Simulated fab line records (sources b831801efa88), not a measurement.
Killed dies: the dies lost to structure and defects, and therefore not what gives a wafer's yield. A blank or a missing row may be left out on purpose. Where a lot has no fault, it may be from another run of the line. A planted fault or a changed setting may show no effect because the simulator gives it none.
fab line records    flow sky130
record: lots: 5  wafers: 23
route steps=708 shown CONTACT@419 METAL1@437 VIA1@478 METAL2@485 VIA2@514
start_h: the number of hours between the record's first day and the start of the first shown wafer of the lot    wait_h: how many hours have passed since the lot's step before this one    " the same as in the row above    L1.1+2: a row that stands for several wafers    - no value, or no start was given    * or withheld: withheld    < > ~ a bound
route shown NAME@n: a module of which the file shows steps, and the number in the route of the first    usual: the fault-free wafers' mean and standard deviation    same: alike in all rows    chamber/n: place in a boat    sites: the reading at each site    _std_site: standard deviation of those values    _edge_site: the outer-site mean with the inner-site mean subtracted    radius_mm: for every site, how far away it sits from the centre of the wafer    mask NAME#n: copy n    behind: tool/chamber where the wafer was last shaped    hold: reason for holding the lot/hours on hold/outcome of the hold    device: the transistor (n, p or np) that didn't switch    end of line: tests of these same wafers at the route's end    a step without rows: its recipe alone    killed: dies that structure and defects cost at the first sort, which is not the same as the wafer's yield    map: per-die view of a wafer (x killed, . not killed, _ where there is no die)
set.NAME: the setting as run; set.NAME@STEP: as run at that earlier step    model.NAME: the simulator's own value behind a step, which no gauge read
lots where settings were altered on purpose, with a table for each step and a row for each wafer
== steps ==
step: SKY_CONTACT_DEVELOP_13
recipe: develop_time_s: 60  resist: KrF-thick  dev_temp_c: 21
lot.wafer       tool            chamber  start_h  wait_h  set.dev_temp_c
L074.1+2+5      litho_track-03  0        -        -       21
L077.2+5        litho_track-01  0        -        -       19.68
L077.3+4+6      "               0        "        "       21
L078.1+5+6      litho_track-03  0        -        -       24.37
L078.3+4        "               0        "        "       21
L080.1+2+3+5+6  litho_track-04  0        -        -       21
L084.1+2+3+4+6  litho_track-04  0        -        -       21
step: SKY_CONTACT_ETCH_16
recipe: chemistry: N2/H2  target: BARC  ion_energy_ev: 200  source_w: 500  bias_w: 100  pressure_mtorr: 30  n2_flow_sccm: 100  h2_flow_sccm: 200  stop_on: SiO2  time_s: 45.9  target_depth_a: 600
step: SKY_CONTACT_ETCH_17
recipe: target: SiO2  chemistry: C4F8/O2/Ar  stop_on: Si3N4  mask_material: KrF-thick  source_w: 1500  bias_w: 1200  pressure_mtorr: 40  c4f8_flow_sccm: withheld  O2_flow_sccm: 6  Ar_flow_sccm: 300  time_s: withheld  target_depth_a: 3400
lot.wafer  tool         chamber  start_h  wait_h  set.resist_thk_nm@CONTACT_COAT_09  model.KrF-thick_of_CONTACT_COAT_09.thk_nm
L074.1     rie_diel-01  3        727.53   0.0     450                                325.1
L074.2     "            2        "        "       450                                328.5
L074.5     "            0        "        "       450                                327.2
L077.2     rie_diel-01  3        759.49   0.0     460.7                              335.5
L077.3     "            0        "        "       460.7                              337.2
L077.4     "            1        "        "       460.7                              339.3
L077.5     "            1        "        "       450                                328.2
L077.6     "            2        "        "       450                                326.5
L078.1     rie_diel-02  0        761.98   0.0     471.7                              349
L078.3     "            1        "        "       450                                327.9
L078.4     "            3        "        "       471.7                              350.9
L078.5     "            3        "        "       471.7                              348.9
L078.6     "            0        "        "       450                                327.7
L080.1     rie_diel-03  1        781.29   0.0     450                                330.5
L080.2     "            0        "        "       450                                325.7
L080.3     "            3        "        "       450                                324.6
L080.5     "            1        "        "       450                                331.5
L080.6     "            2        "        "       450                                327.5
L084.1     rie_diel-03  2        831.84   0.0     436.5                              315.3
L084.2     "            0        "        "       450                                327.5
L084.3     "            3        "        "       450                                328.1
L084.4     "            1        "        "       436.5                              317.3
L084.6     "            3        "        "       450                                327.9
step: SKY_CONTACT_ETCH_18
recipe: target: Si3N4  chemistry: CHF3/O2  stop_on: TiN  source_w: 600  bias_w: 205.6  pressure_mtorr: 40  chf3_flow_sccm: 50  O2_flow_sccm: 5  time_s: 39  target_depth_a: 750
lot.wafer  tool         chamber  start_h  wait_h  set.resist_thk_nm@CONTACT_COAT_09  model.KrF-thick_of_CONTACT_COAT_09.thk_nm
L074.1     rie_diel-01  3        -        -       450                                237.7
L074.2     "            2        "        "       450                                242.7
L074.5     "            0        "        "       450                                242.1
L077.2     rie_diel-01  3        -        -       460.7                              248.4
L077.3     "            0        "        "       460.7                              252.3
L077.4     "            1        "        "       460.7                              256.1
L077.5     "            1        "        "       450                                245.6
L077.6     "            2        "        "       450                                242.6
L078.1     rie_diel-02  0        -        -       471.7                              265.2
L078.3     "            1        "        "       450                                243.7
L078.4     "            3        "        "       471.7                              267.6
L078.5     "            3        "        "       471.7                              265.4
L078.6     "            0        "        "       450                                244.4
L080.1     rie_diel-03  1        -        -       450                                248.4
L080.2     "            0        "        "       450                                240.5
L080.3     "            3        "        "       450                                239.2
L080.5     "            1        "        "       450                                250.5
L080.6     "            2        "        "       450                                242.7
L084.1     rie_diel-03  2        -        -       436.5                              231.5
L084.2     "            0        "        "       450                                244.7
L084.3     "            3        "        "       450                                244.2
L084.4     "            1        "        "       436.5                              235.1
L084.6     "            3        "        "       450                                243.4
step: SKY_CONTACT_STRIP_19
recipe: chemistry: O2/N2  power_w: 1400  pressure_mtorr: 1500  platen_temp_c: withheld  o2_flow_sccm: 3000  n2_flow_sccm: 300  overash_fraction: 0.5
usual: strip_time_to_endpoint_s: 3.63/0.038
lot.wafer  tool             chamber  start_h  wait_h  set.resist_thk_nm@CONTACT_COAT_09  strip_time_to_endpoint_s
L074.1     plasma_asher-04  1        727.62   -       450                                3.58
L074.2     "                0        "        "       450                                3.60
L074.5     "                0        "        "       450                                3.62
L077.2     plasma_asher-02  1        759.58   -       460.7                              3.68
L077.3     "                1        "        "       460.7                              3.74
L077.4     "                0        "        "       460.7                              3.76
L077.5     "                1        "        "       450                                3.64
L077.6     "                0        "        "       450                                3.62
L078.1     plasma_asher-03  1        762.07   -       471.7                              3.84
L078.3     "                0        "        "       450                                3.62
L078.4     "                1        "        "       471.7                              3.88
L078.5     "                0        "        "       471.7                              3.85
L078.6     "                1        "        "       450                                3.63
L080.1     plasma_asher-02  0        781.38   -       450                                3.67
L080.2     "                1        "        "       450                                3.57
L080.3     "                1        "        "       450                                3.58
L080.5     "                0        "        "       450                                3.70
L080.6     "                1        "        "       450                                3.62
L084.1     plasma_asher-04  1        831.93   -       436.5                              3.49
L084.2     "                0        "        "       450                                3.63
L084.3     "                0        "        "       450                                3.63
L084.4     "                1        "        "       436.5                              3.54
L084.6     "                1        "        "       450                                3.62
step: SKY_METAL1_SPUTTER_03
recipe: material: Ti  target_thk_nm: 5  power_w: 3000  time_s: 3.3  chamber_pressure_pa: 0.4
lot.wafer  tool            chamber  start_h  wait_h  set.time_s  model.Ti_of_METAL1_SPUTTER_03.thk_nm
L074.1     pvd_sputter-02  -        728.96   0.0     3.3         5.069
L074.2     "               -        "        "       3.3         5.071
L074.5     "               -        "        "       3.3         4.996
L077.2     pvd_sputter-04  -        760.93   0.0     2.916       4.444
L077.3     "               -        "        "       2.916       4.314
L077.4     "               -        "        "       3.3         4.917
L077.5     "               -        "        "       3.3         4.92
L077.6     "               -        "        "       2.916       4.397
L078.1     pvd_sputter-02  -        763.39   0.0     2.817       4.483
L078.3     "               -        "        "       2.817       4.481
L078.4     "               -        "        "       3.3         5.319
L078.5     "               -        "        "       3.3         5.113
L078.6     "               -        "        "       3.3         5.209
L080.1     pvd_sputter-02  -        782.71   0.0     3.3         5.102
L080.2     "               -        "        "       3.3         5.155
L080.3     "               -        "        "       3.3         4.992
L080.5     "               -        "        "       3.3         5.096
L080.6     "               -        "        "       3.3         5.078
L084.1     pvd_sputter-03  -        833.32   0.0     3.3         4.8
L084.2     "               -        "        "       3.3         4.951
L084.3     "               -        "        "       3.3         4.895
L084.4     "               -        "        "       3.3         4.696
L084.6     "               -        "        "       3.3         4.782
step: SKY_VIA1_SPUTTER_20
recipe: material: TiN  target_thk_nm: 20  chamber_pressure_pa: 5  power_w: 4000  time_s: 80
lot.wafer  tool            chamber  start_h  wait_h  set.time_s  model.TiN_of_VIA1_SPUTTER_20.thk_nm
L074.1     pvd_sputter-03  -        784.84   0.0     80          19.99
L074.2     "               -        "        "       80          20.01
L074.5     "               -        "        "       80          19.81
L077.2     pvd_sputter-01  -        815.41   0.0     68.46       16.75
L077.3     "               -        "        "       80          19.72
L077.4     "               -        "        "       68.46       16.84
L077.5     "               -        "        "       68.46       16.63
L077.6     "               -        "        "       80          19.92
L078.1     pvd_sputter-04  -        818.56   0.0     89.8        21.88
L078.3     "               -        "        "       89.8        21.82
L078.4     "               -        "        "       89.8        21.87
L078.5     "               -        "        "       80          19.87
L078.6     "               -        "        "       80          19.44
L080.1     pvd_sputter-04  -        838.55   0.0     87.26       22.22
L080.2     "               -        "        "       87.26       21.69
L080.3     "               -        "        "       80          19.95
L080.5     "               -        "        "       80          20.42
L080.6     "               -        "        "       87.26       21.89
L084.1     pvd_sputter-01  -        888.23   0.0     80          19.43
L084.2     "               -        "        "       80          19.89
L084.3     "               -        "        "       80          20.01
L084.4     "               -        "        "       80          19.99
L084.6     "               -        "        "       80          19.6
step: SKY_METAL2_SPUTTER_02
recipe: material: AlCu  target_thk_nm: 250  power_w: 10600  time_s: 13.3  chamber_pressure_pa: 0.4
lot.wafer  tool            chamber  start_h  wait_h  set.time_s  model.AlCu_of_METAL2_SPUTTER_02.thk_nm
L074.1     pvd_sputter-01  -        785.53   0.0     13.3        250.1
L074.2     "               -        "        "       13.3        251.1
L074.5     "               -        "        "       13.3        254.4
L077.2     pvd_sputter-02  -        816.09   0.0     13.3        246.1
L077.3     "               -        "        "       13.3        249.2
L077.4     "               -        "        "       13.3        249
L077.5     "               -        "        "       13.3        250.8
L077.6     "               -        "        "       13.3        243.3
L078.1     pvd_sputter-01  -        819.37   0.0     13.3        250.8
L078.3     "               -        "        "       13.3        247.8
L078.4     "               -        "        "       11.6        214.9
L078.5     "               -        "        "       13.3        246.6
L078.6     "               -        "        "       11.6        216.5
L080.1     pvd_sputter-03  -        839.23   0.0     13.3        249.6
L080.2     "               -        "        "       13.3        254.9
L080.3     "               -        "        "       13.3        251.7
L080.5     "               -        "        "       13.3        255.2
L080.6     "               -        "        "       13.3        249.7
L084.1     pvd_sputter-02  -        888.91   0.0     13.3        247.1
L084.2     "               -        "        "       14.87       278.1
L084.3     "               -        "        "       13.3        250.7
L084.4     "               -        "        "       13.3        245.4
L084.6     "               -        "        "       14.87       275.9
step: SKY_METAL2_SPUTTER_03
recipe: material: Ti  target_thk_nm: 5  power_w: 3000  time_s: 3.3  chamber_pressure_pa: 0.4
step: SKY_METAL2_SPUTTER_04
recipe: material: TiN  target_thk_nm: 70  power_w: 6500  time_s: 58.3  chamber_pressure_pa: 0.4
step: SKY_METAL2_RS_MEAS_05
recipe: thk_meas_gauge: four-point-probe  reads: TiN_of_METAL2_SPUTTER_04+Ti_of_METAL2_SPUTTER_03+AlCu_of_METAL2_SPUTTER_02+TiN_of_METAL2_SPUTTER_01+Ti_of_METAL2_SPUTTER_00
usual: METAL2_ALCU_RS: 0.1270/0.0016
lot.wafer  tool           chamber  start_h  wait_h  set.time_s@METAL2_SPUTTER_02  METAL2_ALCU_RS[ohm/sq]
L074.1     film_metro-01  -        785.62   0.0     13.3                          0.1267
L074.2     "              -        "        "       13.3                          0.1264
L074.5     "              -        "        "       13.3                          0.1244
L077.2     film_metro-02  -        816.20   0.0     13.3                          0.1287
L077.3     "              -        "        "       13.3                          0.1267
L077.4     "              -        "        "       13.3                          0.1269
L077.5     "              -        "        "       13.3                          0.1259
L077.6     "              -        "        "       13.3                          0.1299
L078.1     film_metro-03  -        819.46   0.0     13.3                          0.1263
L078.3     "              -        "        "       13.3                          0.1279
L078.4     "              -        "        "       11.6                          0.1484
L078.5     "              -        "        "       13.3                          0.1284
L078.6     "              -        "        "       11.6                          0.1468
L080.1     film_metro-01  -        839.32   0.0     13.3                          0.1268
L080.2     "              -        "        "       13.3                          0.1240
L080.3     "              -        "        "       13.3                          0.1260
L080.5     "              -        "        "       13.3                          0.1240
L080.6     "              -        "        "       13.3                          0.1266
L084.1     film_metro-02  -        889.00   0.0     13.3                          0.1282
L084.2     "              -        "        "       14.87                         0.1132
L084.3     "              -        "        "       13.3                          0.1264
L084.4     "              -        "        "       13.3                          0.1290
L084.6     "              -        "        "       14.87                         0.1144
step: SKY_METAL2_THK_MEAS_06
recipe: thk_meas_gauge: xrf  reads: AlCu_of_METAL2_SPUTTER_02
usual: METAL2_ALCU_THK: 251/3.5
lot.wafer  tool           chamber  start_h  wait_h  set.time_s@METAL2_SPUTTER_02  METAL2_ALCU_THK[nm]
L074.1     film_metro-01  -        785.74   0.1     13.3                          254
L074.2     "              -        "        "       13.3                          255
L074.5     "              -        "        "       13.3                          256
L077.2     film_metro-02  -        816.31   0.1     13.3                          246
L077.3     "              -        "        "       13.3                          250
L077.4     "              -        "        "       13.3                          250
L077.5     "              -        "        "       13.3                          251
L077.6     "              -        "        "       13.3                          244
L078.1     film_metro-03  -        819.58   0.1     13.3                          251
L078.3     "              -        "        "       13.3                          251
L078.4     "              -        "        "       11.6                          217
L078.5     "              -        "        "       13.3                          248
L078.6     "              -        "        "       11.6                          219
L080.1     film_metro-01  -        839.44   0.1     13.3                          254
L080.2     "              -        "        "       13.3                          257
L080.3     "              -        "        "       13.3                          255
L080.5     "              -        "        "       13.3                          258
L080.6     "              -        "        "       13.3                          254
L084.1     film_metro-02  -        889.12   0.1     13.3                          249
L084.2     "              -        "        "       14.87                         280
L084.3     "              -        "        "       13.3                          254
L084.4     "              -        "        "       13.3                          249
L084.6     "              -        "        "       14.87                         280
step: SKY_METAL2_EXPOSE_12
recipe: mask_id: MM2  na: 0.8  source_shape: annular  sigma_inner: 0.55  sigma_outer: 0.85  target_cd_nm: 140  dose_mj: 28
lot.wafer       tool            chamber  start_h  wait_h  mask   set.dose_mj
L074.1+2+5      krf_scanner-01  0        -        -       MM2#0  28
L077.2+3+4+5+6  krf_scanner-02  0        -        -       MM2#0  28
L078.1+4+5      krf_scanner-02  0        -        -       MM2#0  26.32
L078.3+6        "               0        "        "       MM2#0  28
L080.1+2+5      krf_scanner-01  0        -        -       MM2#0  28
L080.3+6        "               0        "        "       MM2#0  28.79
L084.1+3+6      krf_scanner-02  0        -        -       MM2#0  27.37
L084.2+4        "               0        "        "       MM2#0  28
step: SKY_METAL2_PEB_13
recipe: peb_temp_c: withheld  peb_time_s: withheld  resist: KrF-thick
step: SKY_METAL2_DEVELOP_14
recipe: develop_time_s: 60  resist: KrF-thick  dev_temp_c: 21
step: SKY_METAL2_CD_MEAS_15
recipe: target_cd_nm: 140
usual: cd_nm: 140.7/1.6
lot.wafer  tool       chamber  start_h  wait_h  set.dose_mj@METAL2_EXPOSE_12  cd_nm
L074.1     cd_sem-01  -        812.59   -       28                            140.0
L074.2     "          -        "        "       28                            138.2
L074.5     "          -        "        "       28                            140.6
L077.2     cd_sem-01  -        842.76   -       28                            138.7
L077.3     "          -        "        "       28                            139.4
L077.4     "          -        "        "       28                            139.3
L077.5     "          -        "        "       28                            138.2
L077.6     "          -        "        "       28                            139.5
L078.1     cd_sem-01  -        845.99   -       26.32                         151.3
L078.3     "          -        "        "       28                            138.6
L078.4     "          -        "        "       26.32                         150.7
L078.5     "          -        "        "       26.32                         151.9
L078.6     "          -        "        "       28                            141.0
L080.1     cd_sem-01  -        864.97   -       28                            141.7
L080.2     "          -        "        "       28                            140.4
L080.3     "          -        "        "       28.79                         134.5
L080.5     "          -        "        "       28                            141.0
L080.6     "          -        "        "       28.79                         134.4
L084.1     cd_sem-01  -        913.74   -       27.37                         146.4
L084.2     "          -        "        "       28                            140.6
L084.3     "          -        "        "       27.37                         145.3
L084.4     "          -        "        "       28                            139.9
L084.6     "          -        "        "       27.37                         145.7
step: SKY_METAL2_DESCUM_17
recipe: chemistry: O2  source_power_w: 150  bias_power_w: 0  pressure_mtorr: 10  temp_c: 40  time_s: 8
lot.wafer  tool          chamber  start_h  wait_h  set.dose_mj@METAL2_EXPOSE_12  model.METAL2.cd_nm
L074.1     rie_metal-01  0        812.75   0.0     28                            140.4
L074.2     "             1        "        "       28                            138.2
L074.5     "             0        "        "       28                            140.6
L077.2+4   rie_metal-04  1        842.90   0.0     28                            139.6
L077.3     "             0        "        "       28                            139.9
L077.5     "             1        "        "       28                            138.6
L077.6     "             0        "        "       28                            140
L078.1     rie_metal-01  1        846.15   0.0     26.32                         151.3
L078.3     "             1        "        "       28                            139.1
L078.4     "             0        "        "       26.32                         150.6
L078.5     "             1        "        "       26.32                         152.3
L078.6     "             0        "        "       28                            141.2
L080.1     rie_metal-04  0        865.13   0.0     28                            142.2
L080.2     "             1        "        "       28                            140.8
L080.3     "             1        "        "       28.79                         135.3
L080.5     "             1        "        "       28                            141.8
L080.6     "             0        "        "       28.79                         134.9
L084.1     rie_metal-01  0        913.90   0.0     27.37                         145.7
L084.2     "             1        "        "       28                            140.7
L084.3     "             1        "        "       27.37                         146
L084.4     "             0        "        "       28                            139.8
L084.6     "             0        "        "       27.37                         145.6
step: SKY_METAL2_ETCH_18
recipe: chemistry: N2/H2  target: BARC  ion_energy_ev: 200  bias_w: 100  pressure_mtorr: 30  n2_flow_sccm: 100  h2_flow_sccm: 200  icp_w: 500  stop_on: SiO2  time_s: 45.9  target_depth_a: 600
step: SKY_METAL2_METAL_ETCH_19
recipe: target_depth_a: 3600  stop_on: SiO2  over_etch_frac: 0.3  time_s: 78  chemistry: Cl2/BCl3  resist_sidewall_deg: 88  pressure_mtorr: 10  icp_w: 900  bias_w: 48.5  Cl2_flow_sccm: 60  bcl3_flow_sccm: 30
lot.wafer  tool          chamber  start_h  wait_h  set.dose_mj@METAL2_EXPOSE_12  model.METAL2.cd_nm
L074.1     rie_metal-01  0        812.85   0.0     28                            142.1
L074.2     "             1        "        "       28                            141.5
L074.5     "             0        "        "       28                            140.7
L077.2     rie_metal-04  1        843.00   0.0     28                            135.9
L077.3     "             0        "        "       28                            133.2
L077.4     "             1        "        "       28                            136.2
L077.5     "             1        "        "       28                            133.9
L077.6     "             0        "        "       28                            134.5
L078.1     rie_metal-01  1        846.25   0.0     26.32                         151.1
L078.3     "             1        "        "       28                            139.4
L078.4     "             0        "        "       26.32                         149.2
L078.5     "             1        "        "       26.32                         152.1
L078.6     "             0        "        "       28                            140.3
L080.1     rie_metal-04  0        865.22   0.0     28                            135.7
L080.2     "             1        "        "       28                            134.1
L080.3     "             1        "        "       28.79                         131.1
L080.5     "             1        "        "       28                            134.4
L080.6     "             0        "        "       28.79                         128.2
L084.1     rie_metal-01  0        914.00   0.0     27.37                         144.6
L084.2     "             1        "        "       28                            141
L084.3     "             1        "        "       27.37                         147.6
L084.4     "             0        "        "       28                            139
L084.6     "             0        "        "       27.37                         145.7
step: SKY_VIA2_COAT_07
recipe: resist: KrF-thick  spin_rpm: 3000  resist_thk_nm: 450
lot.wafer  tool            chamber  start_h  wait_h  set.resist_thk_nm  model.KrF-thick_of_VIA2_COAT_07.thk_nm
L074.1     litho_track-01  0        -        -       450                453.4
L074.2     "               0        "        "       450                452.2
L074.5     "               0        "        "       450                452.6
L077.2     litho_track-01  0        -        -       450                452.9
L077.3     "               0        "        "       429.2              431.8
L077.4     "               0        "        "       429.2              431.9
L077.5     "               0        "        "       429.2              432.4
L077.6     "               0        "        "       450                453.2
L078.1     litho_track-01  0        -        -       450                450.4
L078.3     "               0        "        "       450                453
L078.4     "               0        "        "       474.7              476.8
L078.5     "               0        "        "       474.7              476.7
L078.6     "               0        "        "       474.7              475.2
L080.1     litho_track-01  0        -        -       457.4              457.5
L080.2     "               0        "        "       450                449.4
L080.3     "               0        "        "       450                450.1
L080.5     "               0        "        "       457.4              457.2
L080.6     "               0        "        "       450                448.6
L084.1     litho_track-04  0        -        -       450                449.5
L084.2     "               0        "        "       450                449.6
L084.3     "               0        "        "       431.2              432.6
L084.4     "               0        "        "       431.2              429.3
L084.6     "               0        "        "       431.2              431.8
step: SKY_VIA2_SOFTBAKE_08
recipe: temp_c: 100  time_s: 90  resist: KrF-thick
step: SKY_VIA2_EXPOSE_09
recipe: mask_id: VIM2  na: 0.8  source_shape: annular  sigma_inner: 0.55  sigma_outer: 0.85  target_cd_nm: 200  dose_mj: 38
step: SKY_VIA2_ETCH_14
recipe: chemistry: N2/H2  target: BARC  ion_energy_ev: 200  source_w: 500  bias_w: 100  pressure_mtorr: 30  n2_flow_sccm: 100  h2_flow_sccm: 200  stop_on: SiO2  time_s: 45.9  target_depth_a: 600
lot.wafer  tool         chamber  start_h  wait_h  set.resist_thk_nm@VIA2_COAT_07  model.KrF-thick_of_VIA2_COAT_07.thk_nm
L074.1     rie_diel-02  3        841.23   0.0     450                             396.9
L074.2     "            0        "        "       450                             395.9
L074.5     "            3        "        "       450                             396
L077.2     rie_diel-03  3        871.00   0.0     450                             396.6
L077.3     "            1        "        "       429.2                           376.5
L077.4     "            3        "        "       429.2                           375
L077.5     "            0        "        "       429.2                           375.9
L077.6     "            1        "        "       450                             397.4
L078.1     rie_diel-03  3        873.80   0.0     450                             393.2
L078.3     "            1        "        "       450                             396.6
L078.4     "            3        "        "       474.7                           419.9
L078.5     "            1        "        "       474.7                           420.8
L078.6     "            0        "        "       474.7                           418.7
L080.1     rie_diel-02  0        892.60   0.0     457.4                           401.2
L080.2     "            1        "        "       450                             392.3
L080.3     "            3        "        "       450                             392.8
L080.5     "            3        "        "       457.4                           400.1
L080.6     "            1        "        "       450                             391.6
L084.1     rie_diel-03  2        939.80   0.0     450                             393.6
L084.2     "            1        "        "       450                             393.1
L084.3     "            3        "        "       431.2                           375.1
L084.4     "            0        "        "       431.2                           372.8
L084.6     "            1        "        "       431.2                           375.5
== key ==
split: step: SKY_CONTACT_DEVELOP_13  setting: dev_temp_c  stated: 21  by: wafer
response none clear
split: step: SKY_METAL1_SPUTTER_03  setting: time_s  stated: 3.3  by: wafer
response: step: SKY_METAL1_SPUTTER_03  reading: model.Ti_of_METAL1_SPUTTER_03.thk_nm  change: +0.0484  per: 1%  r: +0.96
split: step: SKY_VIA1_SPUTTER_20  setting: time_s  stated: 80  by: wafer
response: step: SKY_VIA1_SPUTTER_20  reading: model.TiN_of_VIA1_SPUTTER_20.thk_nm  change: +0.198  per: 1%  r: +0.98
split: step: SKY_METAL2_SPUTTER_02  setting: time_s  stated: 13.3  by: wafer
response: step: SKY_METAL2_SPUTTER_02  reading: model.AlCu_of_METAL2_SPUTTER_02.thk_nm  change: +2.52  per: 1%  r: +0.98
response: step: SKY_METAL2_RS_MEAS_05  reading: METAL2_ALCU_RS  change: -0.0014  per: 1%  r: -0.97
response: step: SKY_METAL2_THK_MEAS_06  reading: METAL2_ALCU_THK  change: +2.5  per: 1%  r: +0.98
split: step: SKY_METAL2_EXPOSE_12  setting: dose_mj  stated: 28  by: wafer
response: step: SKY_METAL2_CD_MEAS_15  reading: cd_nm  change: -2.04  per: 1%  r: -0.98
response: step: SKY_METAL2_DESCUM_17  reading: model.METAL2.cd_nm  change: -2  per: 1%  r: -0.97
response: step: SKY_METAL2_METAL_ETCH_19  reading: model.METAL2.cd_nm  change: -1.91  per: 1%  r: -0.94
split: step: SKY_VIA2_COAT_07  setting: resist_thk_nm  stated: 450  by: wafer
response: step: SKY_VIA2_COAT_07  reading: model.KrF-thick_of_VIA2_COAT_07.thk_nm  change: +4.49  per: 1%  r: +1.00
response: step: SKY_VIA2_ETCH_14  reading: model.KrF-thick_of_VIA2_COAT_07.thk_nm  change: +4.57  per: 1%  r: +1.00
split outside_this_file step=SKY_CONTACT_COAT_09 setting=resist_thk_nm
split outside_this_file: this setting was split too, and the file shows its column; the key of that split is in another file
